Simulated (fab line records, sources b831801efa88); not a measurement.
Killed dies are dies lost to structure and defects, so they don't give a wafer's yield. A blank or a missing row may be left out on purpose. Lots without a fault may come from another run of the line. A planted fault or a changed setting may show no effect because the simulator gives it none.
Which tool did it? | flow gf180mcu | 6 lots, 18 wafers sampled, at 3 steps of a route of 602

WHAT THE GAUGES READ, wafer by wafer
GF_VT_IMPLANT_TW_MEAS_21.
lot  | measured     | on            | VT_IMPLANT_2_TW
L922 | day 7 23:40  | film_metro-04 | 922 924 918
L927 | day 9 04:16  | film_metro-02 | 916 912 911
L930 | day 10 00:22 | film_metro-03 | 1217 1208 1213
L932 | day 10 11:58 | film_metro-03 | 1216 1214 1216
L935 | day 11 11:22 | film_metro-04 | 1227 1228 1226
L939 | day 12 15:40 | film_metro-04 | 1222 1214 1224

WHICH TOOL RAN EACH LOT (tool, then ch and the chambers of the sampled wafers, then the start)
lot  | GF_VT_IMPLANT_IMPLANT_19        | GF_VT_IMPLANT_STRIP_20
L922 | implanter-02 ch 0, day 7 23:26  | plasma_asher-03 ch 0,1, day 7 23:34
L927 | implanter-02 ch 0, day 9 04:02  | plasma_asher-02 ch 0,1, day 9 04:09
L930 | implanter-01 ch 0, day 10 00:08 | plasma_asher-03 ch 0,1, day 10 00:15
L932 | implanter-01 ch 0, day 10 11:43 | plasma_asher-03 ch 0,1, day 10 11:52
L935 | implanter-04 ch 0, day 11 11:07 | plasma_asher-02 ch 0,1, day 11 11:16
L939 | implanter-01 ch 0, day 12 15:26 | plasma_asher-03 ch 0,1, day 12 15:34
- GF_VT_IMPLANT_IMPLANT_19
- GF_VT_IMPLANT_STRIP_20: strips in O2/N2.

THE ANSWER, worked out from the rows above alone
Rule: what is usual is taken from the lots themselves. Put in order of their means at a reading, lots are off if they are a third of the lots or fewer, leave a main group of 4 or more, and stand apart from it by a gap of 3 or more times the standard deviation of the main group's means; of several such gaps the widest counts. A main group whose means are all the same, to the digits that the tables above print for the reading, isn't used. A lot without any number at a reading at which 4 lots or more have one is off too. The other lots that the step has rows for count as sound.
Off: L922, L927, at GF_VT_IMPLANT_TW_MEAS_21 (VT_IMPLANT_2_TW). The main group: mean 1219, standard deviation 5.4.
A tool fits if, at a process step before that reading, it ran every lot that is off, and no sound lot after the first of them. The gauges at GF_VT_IMPLANT_TW_MEAS_21 are tried like those tools. One fits: implanter-02 at GF_VT_IMPLANT_IMPLANT_19. It ran no sound lot before its first lot that is off in this sample, so the start can't be narrowed down.

WHAT THE SIMULATOR HAD PUT IN
Process parameter drift: implanter-02, from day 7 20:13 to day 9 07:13, at GF_VT_IMPLANT_IMPLANT_19. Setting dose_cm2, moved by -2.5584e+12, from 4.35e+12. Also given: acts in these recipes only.
Lots struck among those shown: L922, L927. The rule above found the same.
